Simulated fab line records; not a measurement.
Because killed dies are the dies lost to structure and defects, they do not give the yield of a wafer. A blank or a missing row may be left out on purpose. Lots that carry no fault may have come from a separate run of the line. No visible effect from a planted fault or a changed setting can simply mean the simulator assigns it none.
Struck lot and sound lot, side by side || flow sfq line || 24 steps out of a route of 325
Sound: these wafers, L685.3, L685.4, L685.6. Struck: wafers L699.2, L699.4, L699.6. Last of all comes the cause.
Per side, at each step with rows, come the tool, then ch with its chambers, and then its first start. Under that, the readings that differ: sound wafers || struck wafers || difference of the means || sigmas: that difference in standard deviations of wafers without a fault.
alike: readings with means less than 2 such deviations apart, plus words and numbers identical on both sides. not compared: withheld readings, readings lacking a value on some wafer, bounds such as >300 that could conceal the same value, and numbers that have no deviation in the record and whose values overlap.
The two part at a step that has a row with sigmas, a row that says differs or no value, or rows on one side only. Numbers that don't overlap but have no deviation are shown without sigmas and don't part them. A reading missing from all wafers of one side parts the sides only when that side holds two or more wafers.

first, 1 step without rows for these wafers: SFQ_TRILAYER_M1_STRIP_SOLV_CLEAN_044 (cleans in NMP, time 600 s).
SFQ_TRILAYER_I1_DEP_PECVD_045: deposits SiO2 from SiH4/N2O, time 111.11 s, target thk 500 nm.
  sound on pecvd-03 ch 1,2, day 13 09:14; struck on pecvd-03 ch 0,1,2, day 18 09:59
  alike: heater power w, throttle valve pct
  not compared: since wet clean h
SFQ_TRILAYER_I1_CMP_CMP_046: polishes SiO2.
  sound on cmp-02 ch 0,1,3, day 13 23:31; struck on cmp-01 ch 0,2, day 18 10:34
  alike: head pressure psi, motor current A, time to endpoint s
SFQ_I1_BOW_MEAS_912:
  sound on film metro-04 at day 14 02:04; struck on film metro-02 at day 18 13:05
  alike: I1_BOW
SFQ_TRILAYER_I1_METRO_MEASURE_047:
  sound on film metro-04 at day 14 02:32; struck on film metro-02 at day 18 13:23
  alike: thk nm
then, 6 steps without rows for these wafers: SFQ_TRILAYER_I1_VIA_LITHO_COAT_054 (resist thk 62 nm); SFQ_TRILAYER_I1_VIA_LITHO_COAT_049 (resist thk 650 nm); SFQ_TRILAYER_I1_VIA_LITHO_SOFTBAKE_053; SFQ_TRILAYER_I1_VIA_LITHO_EXPOSE_050 (exposes mask I1, target cd 500 nm); SFQ_TRILAYER_I1_VIA_LITHO_PEB_052 (peb time 60 s); SFQ_TRILAYER_I1_VIA_LITHO_DEVELOP_051 (time 60 s).
-- the record jumps here: 5 days lie between the struck wafers' starts before and after --
SFQ_I1_OVL_MEAS_913:
  sound on overlay-01 at day 16 19:49; struck on overlay-01 at day 23 23:14
  alike: I1_OVL
SFQ_TRILAYER_I1_VIA_BARC_OPEN_VIA_ETCH_071: etches BARC in O2, target depth 125 nm, time 41.7 s.
  sound on rie diel-02 ch 1,2, day 16 19:51; struck on rie diel-01 ch 2,3, day 23 23:16
  no value came back on the struck wafers for bias w (W), chamber pressure mTorr (mTorr), drypump motor current A (A), oes product au (a.u.); on the sound wafers bias w (W) reads 79.68 80.35 79.74
{"reading": "model.KrF_of_TRILAYER_I1_VIA_LITHO_COAT_049.thk nm (nm)", "sound": "572.8 575 574.7", "struck": "626.3 625.9 626.8", "difference": "+52.2", "sigmas": ""}
  not compared: rf hours counter h
SFQ_TRILAYER_I1_VIA_ETCH_VIA_ETCH_052: etches SiO2 in CHF3, stops on Nb, target depth 260 nm.
  sound on rie diel-02 ch 1,2, day 16 19:53; struck on rie diel-01 ch 2,3, day 23 23:19
{"reading": "oes product au (a.u.)", "sound": "0.853 0.864 0.842", "struck": "0.374 0.369 0.373", "difference": -0.481, "sigmas": -94}
{"reading": "model.KrF_of_TRILAYER_I1_VIA_LITHO_COAT_049.thk nm (nm)", "sound": "528.1 529.9 529.9", "struck": "581.2 581.7 582.1", "difference": "+52.4", "sigmas": ""}
  alike: bias w, chamber pressure mTorr, drypump motor current A
SFQ_TRILAYER_I1_VIA_STRIP_STRIP_053: strips in O2.
  sound on rie metal-03 ch 0,1, day 16 20:12; struck on rie metal-04 ch 0,1, day 23 23:25
{"reading": "drypump motor current A (A)", "sound": "5.27 5.50 5.27", "struck": "6.12 5.63 6.13", "difference": "+0.61", "sigmas": "+2"}
  alike: oes product au
  not compared: rf hours counter h
then, 2 steps without rows for these wafers: SFQ_TRILAYER_I1_VIA_STRIP_SOLV_CLEAN_054 (cleans in NMP, time 600 s); SFQ_TRILAYER_M2_DEP_PRE_CLEAN_056 (time 22.5 s).
SFQ_TRILAYER_M2_DEP_SPUTTER_055: material Nb, target thk 200 nm, time 133.3 s.
  sound on pvd sputter-04 at day 16 20:48; struck on pvd sputter-03 at day 24 00:13
  alike: chamber pressure pa, throttle valve pct
SFQ_M2_RS_MEAS_914: the measuring method here is four-point-probe.
  sound on film metro-03 at day 16 20:56; struck on film metro-04 at day 24 00:20
  alike: M2_NB_RS
then, 3 steps without rows for these wafers: SFQ_TRILAYER_M2_LITHO_COAT_062 (resist thk 62 nm); SFQ_TRILAYER_M2_LITHO_COAT_057 (resist thk 600 nm); SFQ_TRILAYER_M2_LITHO_SOFTBAKE_061.
-- the record jumps here: 2 days lie between the struck wafers' starts before and after --
SFQ_TRILAYER_M2_LITHO_EXPOSE_058: exposes mask M2, target cd 500 nm.
  sound on krf scanner-01 ch 0, day 20 14:53; struck on krf scanner-01, day 26 06:10
  no value came back on the struck wafers for exposure dose mJ cm2, focus offset nm (nm); on the sound wafers exposure dose mJ cm2 reads 14.406 14.394 14.390
  alike: mask
then, 1 step without rows for these wafers: SFQ_TRILAYER_M2_LITHO_PEB_060 (peb time 60 s).

WHERE THEY PART
Last at SFQ_TRILAYER_M2_LITHO_EXPOSE_058 as far as this record goes, first at SFQ_TRILAYER_I1_VIA_BARC_OPEN_VIA_ETCH_071.

WHY: whatever the simulator had introduced
Beginning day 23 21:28, the whole step at SFQ_TRILAYER_I1_VIA_BARC_OPEN_VIA_ETCH_071 was skipped on rie diel-01. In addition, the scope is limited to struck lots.
